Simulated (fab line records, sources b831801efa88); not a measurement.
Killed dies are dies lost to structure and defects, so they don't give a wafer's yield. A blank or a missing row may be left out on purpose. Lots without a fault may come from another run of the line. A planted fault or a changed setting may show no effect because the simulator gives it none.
One fault seen from 2 desks | flow sky130 | each desk has only its own numbers; what lay behind them comes last

THE TOOL OWNER'S DESK: implanter-02
The tool's own readings at SKY_POLY_GATE_IMPLANT_02: means of the sampled wafers that have a number, for each lot that ran on this tool. A lot is out of limits, marked OUT, if its mean lies more than 4 standard deviations from the usual mean; the brackets give that distance.
Columns: A = faraday_current_uA at SKY_POLY_GATE_IMPLANT_02, usual 12830
lot  | first seen here | A
L528 | day 17 07:01    | 12354
L543 | day 22 03:58    | 12209
L544 | day 22 17:12    | 12189
This desk's finding: nothing out of limits on any of the 3 lots.

THE METROLOGY DESK
What the gauges read, lot by lot, whatever tool the lot ran on: means of the sampled wafers that have a number. A lot is out of limits, marked OUT, if its mean lies more than 4 standard deviations from the usual mean; the brackets give that distance. Of its 8 readings 7 are shown: those that lie furthest out on some lot.
Columns: A = GATE_OXIDE_TW at SKY_GATE_OXIDE_TW_MEAS_14, usual 223.9; B = POLY_GATE_CVD_00_THK at SKY_POLY_GATE_THK_MEAS_01, usual 179.7 nm; C = POLY_GATE_TW at SKY_RES_PROTECT_TW_MEAS_08, usual 4024; D = cd_nm at SKY_POLY_GATE_CD_MEAS_13, usual 150.2 nm; E = POLY_GATE_OVL at SKY_POLY_GATE_OVL_MEAS_14, usual -3 nm; F = POLY_GATE_OXIDATION_THK at SKY_POLY_GATE_THK_MEAS_21, usual 4.02 nm; G = cd_nm at SKY_POLY_GATE_CD_MEAS_22, usual 150.0 nm
lot  | first seen here | A     | B     | C    | D     | E  | F    | G
L525 | day 14 18:59    | 222.1 | 178.4 | 4020 | 151.5 | 1  | 4.02 | 152.8
L528 | day 15 17:10    | 222.2 | 179.6 | 3995 | 151.1 | -1 | 3.96 | 151.6
L529 | day 15 23:10    | 225.2 | 178.1 | 4029 | 150.5 | -0 | 4.05 | 150.3
L539 | day 20 05:05    | 226.7 | 178.4 | 4078 | 149.7 | -9 | 4.08 | 148.8
L543 | day 20 18:40    | 227.0 | 180.2 | 4019 | 149.9 | -3 | 3.97 | 149.0
L544 | day 21 07:12    | 226.5 | 181.7 | 4059 | 150.5 | -1 | 3.94 | 151.3
This desk's finding: nothing out of limits on any of the 6 lots.

PUT TOGETHER
The tool owner's desk saw nothing out of limits.
The metrology desk saw nothing out of limits.

WHAT THE SIMULATOR HAD PUT IN
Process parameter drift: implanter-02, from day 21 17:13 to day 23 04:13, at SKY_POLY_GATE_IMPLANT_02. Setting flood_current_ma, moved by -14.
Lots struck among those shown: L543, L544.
